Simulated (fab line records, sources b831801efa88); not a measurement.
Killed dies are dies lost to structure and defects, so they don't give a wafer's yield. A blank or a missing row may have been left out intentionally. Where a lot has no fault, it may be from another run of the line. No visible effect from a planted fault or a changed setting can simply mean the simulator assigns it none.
Problem report, 8D (eight disciplines) form, completed by code    flow sky130    the parts of the form that need people (team, actions taken, sign-off) are left out

== 1. WHAT IS WRONG ==
CAPM_TIN_RS at SKY_CAPM_RS_MEAS_03 reads a mean of 6.11 ohm/sq on 1 wafer of 1 lot; wafers without a fault read 6.92 ohm/sq with a standard deviation of 0.085. That is -9.5 standard deviations from the usual mean.
The step: measures by four-point-probe.
Seen first at day 41 04:55 on filmMetro-01, wafer L979.4. The record has a number at this step for 30 wafers belonging to 10 lots. Rule for "out", or "out of limits": more than 4 standard deviations from the usual mean. The other wafers with a number count as sound.

== 2. WHAT IT IS, AND WHAT IT ISN'T ==
question                     is                 is not
which readings at this step  CAPM_TIN_RS        -
which lots                   L979               L963, L965, L966, L968, L971, L973, L974, L976, L985
which wafers of those lots   L979.4             L979.1, L979.2
read on which gauges         filmMetro-01       filmMetro-03, filmMetro-04
when                         from day 41 04:55  up to then (26 sound wafers); but 3 sound wafers of L985 came after

== 3. SUSPECTS, AND WHAT RULES EACH OUT ==
Counting: if a tool at a process step up to the reading ran every lot that is out, it stays a suspect. Sound lots after the first of them don't rule it out here, since some wafers of a struck lot are sound.
- the gauge at SKY_CAPM_RS_MEAS_03 has been ruled out. All the wafers that are out were read on filmMetro-01, but those of them that SKY_CAPM_METAL_ETCH_13 has rows for are out there too, on other tools.
- cvdW-01 at SKY_VIA2_CVD_21 (deposits W, target thk 420 nm, time 126.4 s): kept. It processed L979, the lot that is out, at day 41 03:41, and its most recent sound lot before then was L976 at day 40 09:13.
- pvdSputter-04 at SKY_METAL3_SPUTTER_02 (material AlCu, target thk 735 nm, time 39.1 s): kept. It processed L979, the lot that is out, at day 41 04:34, and its most recent sound lot before then was L974 at day 39 15:33.
- pvdSputter-01 at SKY_CAPM_SPUTTER_02 (material TiN, target thk 200 nm, time 166.7 s): kept. It processed L979, the lot that is out, at day 41 04:49, and its most recent sound lot before then was L974 at day 39 15:44.
The count leaves cvdW-01 at SKY_VIA2_CVD_21, pvdSputter-04 at SKY_METAL3_SPUTTER_02, and pvdSputter-01 at SKY_CAPM_SPUTTER_02.

== 4. THE CAUSE (what the simulator had put in) ==
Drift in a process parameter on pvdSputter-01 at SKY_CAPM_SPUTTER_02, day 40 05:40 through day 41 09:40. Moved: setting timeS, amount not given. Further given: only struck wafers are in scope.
Counting left 3 suspects, and this tool is among them.

== 5. THE EFFECT CHAIN, in route order ==
Rows list readings where the struck wafers' mean (over those with a number) sits beyond 3 standard deviations from the usual. Only readings whose record carries a usual standard deviation are examined. hours: median over the lots of the time between each lot's start at the first step of this table that gives one and its start at this step. sigmas: the change, counted in usual standard deviations.
hours  step                    reading           usual        on struck wafers  change  sigmas
0      SKY_CAPM_RS_MEAS_03     CAPM_TIN_RS       6.92 ohm/sq  6.11              -0.81   -9.5
4      SKY_CAPM_THK_MEAS_04    CAPM_TIN_THK      196.1 nm     222.7             +26.6   +8.9
23     SKY_CAPM_METAL_ETCH_13  oesProductAu      0.940 a.u.   0.998             +0.058  +7.6
23     SKY_CAPM_METAL_ETCH_13  throttleValvePct  21.903 %     21.847            -0.056  -5.6
It contains these process steps:
- SKY_CAPM_METAL_ETCH_13: etches TiN in Cl2/BCl3, stops on SiO2, target depth 220 nm, time 62.9 s.

== 6. HOW IT WOULD HAVE BEEN CAUGHT EARLIER ==
The first out-of-limits reading at a measuring or inspecting step in this record came at day 41 04:55, 23 hours after the fault's start at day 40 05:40.
An alarm limit of 4 standard deviations would not have fired on the tool readings at SKY_CAPM_SPUTTER_02 for which the record gives a usual standard deviation, since none of them was out on any struck wafer.
By day 41 04:55, every lot that is out (1) had started SKY_CAPM_SPUTTER_02 on pvdSputter-01. A hold on the tool at that time would have spared none of them.
